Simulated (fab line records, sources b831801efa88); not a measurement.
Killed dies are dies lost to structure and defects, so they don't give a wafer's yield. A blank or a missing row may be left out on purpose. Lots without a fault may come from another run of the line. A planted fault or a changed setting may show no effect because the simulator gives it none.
fab line records | flow gf180mcu
record lots=6 wafers=18 last_day=34
route steps=602 shown MVSD@71 MVPSD@78
lots that met no fault: from a run of the same line without faults
start_h: hours from the record's first day to the start of the lot's first wafer shown | wait_h: hours since the lot's step before | " the same as in the row above | L1.1+2: a row that stands for several wafers | - no value, or no start given | * or withheld: withheld | < > ~ a bound
route shown NAME@n: a module of which the file shows steps, and the number in the route of the first | usual: mean/standard deviation of fault-free wafers | same: alike in all rows | chamber/n: place in a boat | sites: the reading at each site | _std_site: their standard deviation | _edge_site: outer sites' mean less inner sites' | radius_mm: how far each site lies from the wafer's centre | mask NAME#n: copy n | behind: the tool/chamber that last shaped the wafer | hold: why the lot was held/for how many hours/how that ended | device: the transistor (n, p or np) that didn't switch | end of line: the same wafers' tests at the end of the route | a step without rows: its recipe alone | killed: dies lost to structure and defects at the first sort, not the wafer's yield | map: a wafer's dies, x killed, . not, _ none there
set.NAME: the setting as run; set.NAME@STEP: as run at that earlier step | model.NAME: the simulator's own value behind a step, which no gauge read
lots at some steps of the route; a table a step, a row a wafer
services: from which hour (start_h, from the record's first day; less than 0 if before it) a tool's chamber was out of use, for how many hours, and why
## steps
# step GF_MVSD_PEB_05
# recipe temp_c=115 time_s=withheld
# step GF_MVSD_DEVELOP_06
# recipe wall_angle_deg=90 develop_time_s=60 dev_temp_c=23
# step GF_MVSD_OVL_MEAS_07
# usual MVSD_OVL=0.0/1.3
# columns lot.wafer tool chamber start_h wait_h MVSD_OVL[nm]
L777.1 overlay-02 - 116.92 - -1.5
L777.3 " - " " -0.1
L777.5 " - " " -0.3
L786.2 overlay-02 - 170.88 - 0.7
L786.3 " - " " 0.3
L786.5 " - " " 0.9
L787.1 overlay-02 - 176.38 - 0.8
L787.3 " - " " 1.2
L787.6 " - " " 0.4
L792.1 overlay-02 - 200.73 - -1.7
L792.3 " - " " -2.7
L792.5 " - " " -1.1
L793.2 overlay-02 - 219.64 - -0.4
L793.4 " - " " -2.0
L793.6 " - " " -1.0
L794.2 overlay-02 - 220.64 - 0.5
L794.4 " - " " 2.4
L794.6 " - " " 0.6
# step GF_MVSD_IMPLANT_08
# recipe species=P energy_kev=404.3 dose_cm2=1.6e+13 tilt_deg=0
# step GF_MVSD_IMPLANT_09
# recipe species=P energy_kev=100 dose_cm2=5e+12 tilt_deg=0
# step GF_MVSD_STRIP_10
# recipe chemistry=O2/N2 power_w=1400 pressure_mtorr=1500 platen_temp_c=250 o2_flow_sccm=3000 n2_flow_sccm=300 overash_fraction=0.5
# usual drypump_motor_current_A=5.84/0.18 heater_power_w=332/34 oes_product_au=0.723/0.0043 strip_time_to_endpoint_s=37.00/0.099
# columns lot.wafer tool chamber start_h wait_h drypump_motor_current_A heater_power_w oes_product_au rf_hours_counter_h strip_time_to_endpoint_s
L777.1 plasma_asher-02 1 117.26 0.1 5.83 375 0.719 49 37.15
L777.3 " 0 " " 5.51 308 0.718 - 37.00
L777.5 " 0 " " 5.54 303 0.724 - 36.93
L786.2 plasma_asher-02 0 171.21 0.1 5.57 305 0.716 54 36.94
L786.3 " 0 " " 5.57 307 0.720 - 36.99
L786.5 " 1 " " 5.83 378 0.731 - 36.99
L787.1 plasma_asher-01 1 176.72 0.1 5.89 282 0.718 38 36.88
L787.3 " 1 " " 5.88 280 0.733 - 36.89
L787.6 " 1 " " 5.83 281 0.726 - 36.94
L792.1 plasma_asher-04 1 201.07 0.1 6.06 341 0.726 8 36.96
L792.3 " 0 " " 6.10 339 0.719 - 36.96
L792.5 " 0 " " 6.10 335 0.727 - 36.90
L793.2 plasma_asher-04 0 219.97 0.1 6.08 335 0.720 10 36.92
L793.4 " 1 " " 6.03 331 0.722 - 36.87
L793.6 " 1 " " 6.05 342 0.724 - 36.98
L794.2 plasma_asher-04 0 220.97 0.1 6.11 333 0.727 10 37.06
L794.4 " 0 " " 6.10 330 0.718 - 37.07
L794.6 " 1 " " 6.03 339 0.726 - 37.00
# step GF_MVSD_TW_MEAS_11
# usual MVSD_TW=1583/14
# columns lot.wafer tool chamber start_h wait_h MVSD_TW
L777.1 film_metro-02 - 117.36 0.1 1580
L777.3 " - " " 1589
L777.5 " - " " 1583
L786.2 film_metro-02 - 171.32 0.1 1585
L786.3 " - " " 1591
L786.5 " - " " 1583
L787.1 film_metro-02 - 176.82 0.1 1574
L787.3 " - " " 1580
L787.6 " - " " 1582
L792.1 film_metro-04 - 201.17 0.1 1570
L792.3 " - " " 1566
L792.5 " - " " 1574
L793.2 film_metro-01 - 220.08 0.1 1605
L793.4 " - " " 1607
L793.6 " - " " 1603
L794.2 film_metro-01 - 221.08 0.1 1598
L794.4 " - " " 1599
L794.6 " - " " 1591
# step GF_MVPSD_DEHYDRATE_00
# recipe temp_c=200 time_s=60
# step GF_MVPSD_HMDS_01
# recipe prime_time_s=60 prime_temp_c=120
# step GF_MVPSD_COAT_02
# recipe spin_rpm=2000 resist_thk_nm=3000
# step GF_MVPSD_SOFTBAKE_03
# recipe temp_c=110 time_s=withheld
# step GF_MVPSD_EXPOSE_04
# recipe mask_id=MVPSD target_cd_nm=1000 na=0.6 source_shape=conventional sigma_outer=0.6 dose_mj=260
# step GF_MVPSD_PEB_05
# recipe temp_c=115 time_s=withheld
# usual chill_plate_temp_C=22.99/0.092 exhaust_pa=45.0/0.93
# columns lot.wafer tool chamber start_h wait_h chill_plate_temp_C exhaust_pa
L777.1 litho_track-03 0 132 - 22.84 45.0
L777.3 " 0 " " 23.03 45.3
L777.5 " 0 " " 23.04 46.7
L786.2 litho_track-04 - 187 - - -
L786.3 " - " " - -
L786.5 " - " " - -
L787.1 litho_track-01 - 193 - - -
L787.3 " - " " - -
L787.6 " - " " - -
L792.1 litho_track-04 0 217 - 23.14 44.3
L792.3 " 0 " " 22.89 46.4
L792.5 " 0 " " 23.07 44.5
L793.2 litho_track-01 0 237 - 23.02 44.5
L793.4 " 0 " " 23.15 44.9
L793.6 " 0 " " 23.10 44.3
L794.2 litho_track-03 0 238 - 23.04 44.5
L794.4 " 0 " " 23.10 45.0
L794.6 " 0 " " 22.91 44.9
# step GF_MVPSD_DEVELOP_06
# recipe wall_angle_deg=90 develop_time_s=60 dev_temp_c=23
## services
# columns tool chamber start_h hours kind
litho_track-01 - 104.00 - consumable_replace:filter
plasma_asher-04 - 108.75 9.0 pm
plasma_asher-04 0 108.75 9.0 vent_cycle
plasma_asher-04 1 108.75 9.0 vent_cycle
plasma_asher-01 - 115.11 4.3 pm
plasma_asher-04 0 117.75 - clean
plasma_asher-04 1 117.75 - clean
plasma_asher-02 - 144.94 6.3 repair
plasma_asher-04 - 150.36 3.6 repair
plasma_asher-02 - 187.82 2.8 pm
## key
first_sign step=GF_MVPSD_PEB_05 reading=tool_record direction=missing
effect none on later readings
met_at GF_MVPSD_PEB_05
struck_wafers L786.2,L786.3,L786.5,L787.1,L787.3,L787.6
sort_left_out L786.2,L786.3,L786.5,L787.1,L787.3,L787.6
tester_left_out L786,L787
fault kind=skipped_step_whole tool=litho_track-01,litho_track-04 chamber=- onset_h=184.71 steps=GF_MVPSD_PEB_05 scope=struck_lots_only
# tester_left_out: of these lots the tester's yield and bins aren't shown, on N5 and GAA mostly nor the transistor test; their killed dies are dies lost to structure and defects alone, not to doping, threshold or leakage, so they don't give the yield
# sort_left_out: the simulated sort isn't trusted on such a fault, so these wafers' sort isn't shown, and their yield isn't known
